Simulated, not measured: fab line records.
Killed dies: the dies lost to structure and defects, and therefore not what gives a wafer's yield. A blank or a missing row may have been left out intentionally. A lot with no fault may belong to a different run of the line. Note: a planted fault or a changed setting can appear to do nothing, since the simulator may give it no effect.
Struck lot and sound lot, side by side    flow sky130    14 steps out of a route of 708
Sound: the wafers L140.1, L140.3, L140.6. Wafers L139.1, L139.2, L139.6 were the ones struck. The cause comes at the end.
Order at every step that has rows: each side's tool, ch and its chambers, its first start. Under that, the readings that differ: sound wafers    struck wafers    difference of the means    sigmas: that difference in standard deviations of wafers without a fault.
alike: readings with means less than 2 such deviations apart, plus words and numbers identical on both sides. not compared: withheld readings, readings lacking a value on some wafer, bounds such as >300 that could conceal the same value, and numbers that have no deviation in the record and whose values overlap.
A row with sigmas, a row that says differs or no value, or rows on one side alone: a step with any of these is where the two part. Non-overlapping numbers with no deviation appear without sigmas and do not part them. Lack of a reading on every wafer of one side parts them only where that side has two or more wafers.

first, 8 steps without rows for these wafers: SKY_POLY_CUT_DEHYDRATE_00 (time 60 s); SKY_POLY_CUT_HMDS_01 (prime time 60 s); SKY_POLY_CUT_COAT_02 (resist thk 60 nm); SKY_POLY_CUT_COAT_03 (resist thk 450 nm); SKY_POLY_CUT_SOFTBAKE_04 (time 90 s); SKY_POLY_CUT_EXPOSE_05 (exposes mask NPCM, target cd 270 nm); SKY_POLY_CUT_PEB_06; SKY_POLY_CUT_DEVELOP_07 (develop time 60 s).
SKY_POLY_CUT_CD_MEAS_08: target cd 270 nm.
  sound on cd-sem-02 at day 26 19:22; struck on cd-sem-01 at day 26 20:49
  alike: cd-nm
SKY_POLY_CUT_OVL_MEAS_09:
  sound on overlay-01 at day 26 19:29; struck on overlay-01 at day 26 20:56
  alike: POLY_CUT_OVL
SKY_POLY_CUT_ETCH_10: etches BARC in N2/H2, stops on SiO2, time 45.9 s, target depth 60 nm.
  sound on rie-diel-01 ch 0,1,2, day 26 19:31; struck on rie-diel-02 ch 0,1,2, day 26 20:58
  alike: drypump-motor-current-A, oes-product-au, throttle-valve-pct
  not compared: rf-hours-counter-h
SKY_POLY_CUT_ETCH_11: etches Si3N4 in CF4/CH2F2/Ar, stops on poly-Si, time 42.5 s, target depth 60 nm.
  sound on rie-diel-01 ch 0,1,2, day 26 19:34; struck on rie-diel-02 ch 0,1,2, day 26 21:01
  alike: drypump-motor-current-A, oes-product-au, throttle-valve-pct
  not compared: rf-hours-counter-h
SKY_POLY_CUT_STRIP_12: strips in O2/N2.
  sound on plasma-asher-01 ch 0,1, day 26 19:36; struck on plasma-asher-01 ch 0,1, day 26 21:03
  no value came back on the struck wafers for any of 5 readings (chamber-pressure-mTorr (mTorr), drypump-motor-current-A (A) and others); on the sound wafers chamber-pressure-mTorr (mTorr) reads 1500.8 1498.8 1499.5
reading                                          sound  struck             difference  sigmas
model.KrF-thick_of_POLY_CUT_COAT_03.thk-nm (nm)  0 0 0  409.9 409.8 409.5  +409.7      
  not compared: rf-hours-counter-h
-- the record jumps here: 21 days lie between the struck wafers' starts before and after (it left off in module POLY_CUT and takes up again in module PAD_OPEN, whose first step shown is number 708 of the route) --
SKY_PAD_OPEN_PROBE_99:
  rows exist in the record for the struck wafers here (prober-02, day 47 17:09), but not for the sound ones

## WHERE THEY PART
First at SKY_POLY_CUT_STRIP_12; last, within this record, at SKY_PAD_OPEN_PROBE_99.

WHY: what the simulator had put in
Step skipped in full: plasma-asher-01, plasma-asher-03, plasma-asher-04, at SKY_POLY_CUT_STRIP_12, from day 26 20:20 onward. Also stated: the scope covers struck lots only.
